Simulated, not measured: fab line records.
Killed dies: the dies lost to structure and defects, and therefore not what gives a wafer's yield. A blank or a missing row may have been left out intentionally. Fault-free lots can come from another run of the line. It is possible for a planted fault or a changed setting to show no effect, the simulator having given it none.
fab line records	flow gf180mcu
record: lots: 11	wafers: 33	last_day: 34
route steps=602 shown DUAL_GATE@152 POLY_GATE@157 HV_LDD@231 SAB@264
lots that met no fault: taken from a fault-free run of the same line
start_h: hours from the record's opening day to when the first of the lot's shown wafers began	wait_h: hours since the lot's step before	" unchanged from the row above	L1.1+2: a single row standing in for several wafers	- no value, or no start given	* or withheld: withheld	< > ~ a bound
route shown NAME@n: NAME is a module with steps in the file, n the number in the route of the first one	usual: the fault-free wafers' mean and standard deviation	same: alike in all rows	chamber/n: place in a boat	sites: per-site readings	_std_site: standard deviation of those values	_edge_site: mean of outer sites minus mean of inner sites	radius_mm: how far each site lies from the wafer's centre	mask NAME#n: copy n	behind: the tool/chamber that last shaped the wafer	hold: reason for holding the lot/hours on hold/outcome of the hold	device: the transistor (n, p or np) that didn't switch	end of line: the route-end tests of the same wafers	a step given without rows: its recipe and nothing more	killed: dies lost to structure and defects at the first sort, not the wafer's yield	map: per-die view of a wafer (x killed, . not killed, _ where there is no die)
set.NAME: the setting that was run; set.NAME@STEP: the one run at that earlier step	model.NAME: the simulator's own value behind a step, which no gauge read
route steps across a sampled set of lots; one table per step, one row per wafer
services: a tool's chamber out of use, with start hour (start_h, from the record's first day; less than 0 if before it), hours out, and reason
== steps ==
step: GF_DUAL_GATE_OVL_MEAS_11
usual: DUAL_GATE_OVL: -0.6/1.3
lot.wafer	tool	chamber	start_h	wait_h	DUAL_GATE_OVL[nm]
L208.2	overlay-01	-	171.81	0.1	-1.3
L208.4	"	-	"	"	-0.4
L208.6	"	-	"	"	-1.3
L209.2	overlay-02	-	182.12	0.1	-0.2
L209.4	"	-	"	"	-1.3
L209.5	"	-	"	"	-1.0
L210.1	overlay-01	-	183.60	0.1	-1.3
L210.2	"	-	"	"	-0.9
L210.3	"	-	"	"	-0.3
L211.1	overlay-02	-	196.90	0.1	1.2
L211.3	"	-	"	"	0.7
L211.5	"	-	"	"	0.9
L212.2	overlay-02	-	202.96	0.1	-1.9
L212.5	"	-	"	"	-2.3
L212.6	"	-	"	"	-1.8
L221.2	overlay-01	-	271.12	0.1	1.9
L221.3	"	-	"	"	1.1
L221.5	"	-	"	"	-1.2
L223.1	overlay-02	-	290.90	0.1	-0.8
L223.3	"	-	"	"	0.2
L223.6	"	-	"	"	0.5
L225.1	overlay-01	-	305.20	0.1	0.5
L225.2	"	-	"	"	-0.7
L225.4	"	-	"	"	1.0
L226.3	overlay-02	-	307.88	0.1	-1.4
L226.5	"	-	"	"	-1.6
L226.6	"	-	"	"	-0.1
L227.2	overlay-01	-	314.55	0.1	-2.4
L227.3	"	-	"	"	-2.1
L227.4	"	-	"	"	-2.4
L228.3	overlay-01	-	314.86	0.1	0.8
L228.5	"	-	"	"	0.1
L228.6	"	-	"	"	0.6
step: GF_POLY_GATE_CVD_00
recipe: material: poly-Si	target_thk_nm: 200	temp_c: 620	time_s: 1200	pressure_mtorr: 200
usual: spike_tc_bottom_C: 639/3.2	spike_tc_centre_C: 620.9/1.3	spike_tc_lower_C: 620.0/1.3	zone_power_centre_pct: 9.5/1.4	zone_power_lower_pct: 8.6/0.6	zone_power_upper_pct: 8.7/0.87
lot.wafer	tool	chamber	start_h	wait_h	spike_tc_bottom_C	spike_tc_centre_C	spike_tc_lower_C	zone_power_centre_pct	zone_power_lower_pct	zone_power_upper_pct
L208.2	lpcvd-01	1	173.82	0.0	642	623.8	621.8	9.2	8.7	10.0
L208.4	"	1	"	"	643	622.6	619.6	8.9	8.6	10.1
L208.6	"	1	"	"	643	622.3	619.0	9.1	8.6	10.0
L209.2	lpcvd-02	1	184.00	0.0	641	623.5	620.0	7.5	8.4	7.5
L209.4	"	1	"	"	643	621.7	619.0	7.5	8.5	7.4
L209.5	"	1	"	"	641	622.4	618.9	7.5	8.5	7.3
L210.1	lpcvd-01	1	185.42	0.0	641	620.6	620.2	9.0	8.7	10.1
L210.2	"	1	"	"	643	619.9	619.4	9.0	8.5	9.9
L210.3	"	1	"	"	643	622.8	618.9	9.0	8.7	10.0
L211.1	lpcvd-02	1	198.72	0.0	643	619.6	617.2	7.5	8.5	7.3
L211.3	"	1	"	"	644	622.3	618.7	7.3	8.5	7.2
L211.5	"	1	"	"	643	619.8	620.1	7.5	8.7	7.5
L212.2	lpcvd-02	1	204.77	0.0	642	619.0	619.9	7.5	8.6	7.4
L212.5	"	1	"	"	643	620.4	619.8	7.4	8.6	7.5
L212.6	"	1	"	"	642	619.9	618.1	7.4	8.5	7.4
L221.2	lpcvd-01	0	273.35	0.0	630	614.8	662.2	6.9	14.6	9.2
L221.3	"	0	"	"	629	613.8	663.6	6.9	14.8	9.1
L221.5	"	0	"	"	630	612.9	661.8	6.9	14.9	9.2
L223.1	lpcvd-01	0	292.72	0.0	628	614.2	661.5	6.9	14.8	9.3
L223.3	"	0	"	"	629	614.2	660.0	7.0	14.7	9.0
L223.6	"	0	"	"	628	613.2	664.5	6.9	14.9	9.2
L225.1	lpcvd-02	0	307.03	0.0	637	622.4	621.1	9.8	9.5	9.2
L225.2	"	0	"	"	637	621.6	621.5	9.5	9.3	9.1
L225.4	"	0	"	"	635	620.9	621.0	9.6	9.4	9.0
L226.3	lpcvd-02	0	309.70	0.0	636	623.1	620.6	9.6	9.3	9.2
L226.5	"	0	"	"	637	618.5	621.8	9.6	9.4	9.1
L226.6	"	0	"	"	635	620.2	622.0	9.5	9.4	9.1
L227.2	lpcvd-02	0	317.41	0.0	637	619.9	619.0	9.7	9.3	9.3
L227.3	"	0	"	"	636	620.0	622.3	9.6	9.3	9.1
L227.4	"	0	"	"	637	622.3	621.2	9.7	9.3	9.3
L228.3	lpcvd-02	0	317.41	0.0	636	621.7	623.9	9.7	9.3	9.2
L228.5	"	0	"	"	636	622.3	621.7	9.7	9.4	9.1
L228.6	"	0	"	"	635	621.4	622.3	9.6	9.4	9.2
step: GF_POLY_GATE_THK_MEAS_01
recipe: reads: poly-Si_of_POLY_GATE_CVD_00
usual: POLY_GATE_CVD_00_THK: 199.8/2.3
lot.wafer	tool	chamber	start_h	wait_h	POLY_GATE_CVD_00_THK[nm]
L208.2	film_metro-02	-	175.16	0.0	201.8
L208.4	"	-	"	"	202.0
L208.6	"	-	"	"	201.9
L209.2	film_metro-02	-	185.34	0.0	198.4
L209.4	"	-	"	"	198.1
L209.5	"	-	"	"	198.2
L210.1	film_metro-02	-	186.75	0.0	201.4
L210.2	"	-	"	"	200.5
L210.3	"	-	"	"	201.1
L211.1	film_metro-02	-	200.05	0.0	196.3
L211.3	"	-	"	"	197.3
L211.5	"	-	"	"	198.7
L212.2	film_metro-04	-	206.11	0.0	200.4
L212.5	"	-	"	"	200.2
L212.6	"	-	"	"	200.3
L221.2	film_metro-04	-	274.69	0.0	207.0
L221.3	"	-	"	"	203.2
L221.5	"	-	"	"	204.2
L223.1	film_metro-03	-	294.05	0.0	270.0
L223.3	"	-	"	"	239.7
L223.6	"	-	"	"	211.5
L225.1	film_metro-02	-	308.36	0.0	200.3
L225.2	"	-	"	"	201.4
L225.4	"	-	"	"	200.7
L226.3	film_metro-03	-	311.05	0.0	201.4
L226.5	"	-	"	"	200.5
L226.6	"	-	"	"	201.1
L227.2	film_metro-03	-	318.76	0.0	201.6
L227.3	"	-	"	"	200.8
L227.4	"	-	"	"	203.2
L228.3	film_metro-02	-	318.77	0.0	194.2
L228.5	"	-	"	"	194.4
L228.6	"	-	"	"	193.7
step: GF_HV_LDD_THK_MEAS_55
recipe: reads: SiO2_of_HV_LDD_CVD_54
usual: HV_LDD_CVD_54_THK: 9.98/0.11
lot.wafer	tool	chamber	start_h	wait_h	HV_LDD_CVD_54_THK[nm]
L208.2	film_metro-03	-	270.13	0.0	9.87
L208.4	"	-	"	"	9.87
L208.6	"	-	"	"	9.89
L209.2	film_metro-03	-	280.03	0.0	10.09
L209.4	"	-	"	"	9.98
L209.5	"	-	"	"	9.85
L210.1	film_metro-01	-	282.22	0.0	10.14
L210.2	"	-	"	"	10.04
L210.3	"	-	"	"	10.07
L211.1	film_metro-01	-	297.26	0.0	10.12
L211.3	"	-	"	"	9.99
L211.5	"	-	"	"	10.02
L212.2	film_metro-03	-	304.08	0.0	9.90
L212.5	"	-	"	"	9.98
L212.6	"	-	"	"	9.90
L221.2	film_metro-02	-	385.88	0.0	10.01
L221.3	"	-	"	"	9.98
L221.5	"	-	"	"	9.97
L223.1	film_metro-02	-	408.62	0.1	9.98
L223.3	"	-	"	"	9.85
L223.6	"	-	"	"	9.96
L225.1	film_metro-01	-	420.70	0.0	9.89
L225.2	"	-	"	"	9.89
L225.4	"	-	"	"	9.80
L226.3	film_metro-01	-	426.84	0.0	10.11
L226.5	"	-	"	"	10.04
L226.6	"	-	"	"	10.04
L227.2	film_metro-02	-	435.95	0.0	10.05
L227.3	"	-	"	"	10.20
L227.4	"	-	"	"	10.13
L228.3	film_metro-03	-	436.50	0.0	10.00
L228.5	"	-	"	"	10.09
L228.6	"	-	"	"	10.00
step: GF_SAB_CVD_00
recipe: material: SiO2	target_thk_nm: 50	precursor: TEOS	temp_c: 400	time_s: 4.9302	rf_w: 600
usual: heater_power_w: 687/99
lot.wafer	tool	chamber	start_h	wait_h	heater_power_w
L208.2	pecvd-03	2	312.46	0.1	664
L208.4	"	1	"	"	710
L208.6	"	2	"	"	647
L209.2	pecvd-03	0	322.97	0.1	690
L209.4	"	2	"	"	671
L209.5	"	1	"	"	551
L210.1	pecvd-03	2	325.29	0.1	683
L210.2	"	1	"	"	657
L210.3	"	0	"	"	713
L211.1	pecvd-04	1	341.54	0.1	718
L211.3	"	2	"	"	884
L211.5	"	1	"	"	726
L212.2	pecvd-04	2	348.80	0.1	915
L212.5	"	1	"	"	715
L212.6	"	0	"	"	571
L221.2	pecvd-04	0	435.60	0.1	518
L221.3	"	2	"	"	792
L221.5	"	2	"	"	795
L223.1	pecvd-01	2	458.94	0.1	596
L223.3	"	0	"	"	831
L223.6	"	2	"	"	599
L225.1	pecvd-03	0	471.20	0.1	722
L225.2	"	1	"	"	566
L225.4	"	0	"	"	710
L226.3	pecvd-03	0	477.45	0.1	722
L226.5	"	1	"	"	648
L226.6	"	2	"	"	728
L227.2	pecvd-01	2	486.90	0.1	702
L227.3	"	1	"	"	627
L227.4	"	0	"	"	821
L228.3	pecvd-04	1	487.81	0.1	787
L228.5	"	1	"	"	766
L228.6	"	0	"	"	550
== services ==
tool	chamber	start_h	hours	kind
pecvd-03	-	163.25	0.3	repair
pecvd-03	-	183.61	2.8	pm
pecvd-04	-	188.00	2.8	pm
lpcvd-01	-	203.01	28.1	pm
pecvd-03	1	209.22	4.1	repair
pecvd-01	-	274.10	1.6	repair
pecvd-04	-	290.61	14.6	pm
pecvd-04	-	324.93	1.2	repair
lpcvd-02	-	354.65	6.1	pm
pecvd-04	-	368.88	14.0	pm
pecvd-04	0	368.88	14.0	vent_cycle
pecvd-04	1	368.88	14.0	vent_cycle
pecvd-04	2	368.88	14.0	vent_cycle
pecvd-04	0	382.88	-	clean
pecvd-04	1	382.88	-	clean
pecvd-04	2	382.88	-	clean
pecvd-04	-	396.08	3.7	repair
pecvd-03	2	398.66	9.5	repair
pecvd-04	-	409.38	6.0	pm
pecvd-01	0	473.49	3.3	repair
pecvd-03	-	478.47	1.5	repair
pecvd-04	2	480.03	15.1	repair
== key ==
first_sign: step: GF_POLY_GATE_CVD_00	reading: spike_tc_lower_C	direction: up	sigmas: 32	usual: 620.0	struck: 662.3
effect: step: GF_POLY_GATE_CVD_00	reading: zone_power_lower_pct	direction: up	sigmas: 10	usual: 8.6	struck: 14.8
effect: step: GF_POLY_GATE_THK_MEAS_01	reading: POLY_GATE_CVD_00_THK	direction: up	sigmas: 9.9	usual: 199.8	struck: 222.6	wafers_moved: 4
met_at GF_POLY_GATE_CVD_00
struck_lots L221,L223
tester_left_out L221,L223
not_acting_at GF_DUAL_GATE_OVL_MEAS_11,GF_HV_LDD_THK_MEAS_55,GF_SAB_CVD_00
onset_between 185.42 273.35
fault: kind: process_parameter_drift	tool: lpcvd-01	chamber: -	onset_h: 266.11	steps: GF_POLY_GATE_CVD_00	channel: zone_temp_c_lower	offset: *	shape: step	end_h: 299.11
tester_left_out: of these lots the tester's yield and bins aren't shown, on N5 and GAA mostly nor the transistor test; their killed dies are dies lost to structure and defects alone, not to doping, threshold or leakage, so they don't give the yield
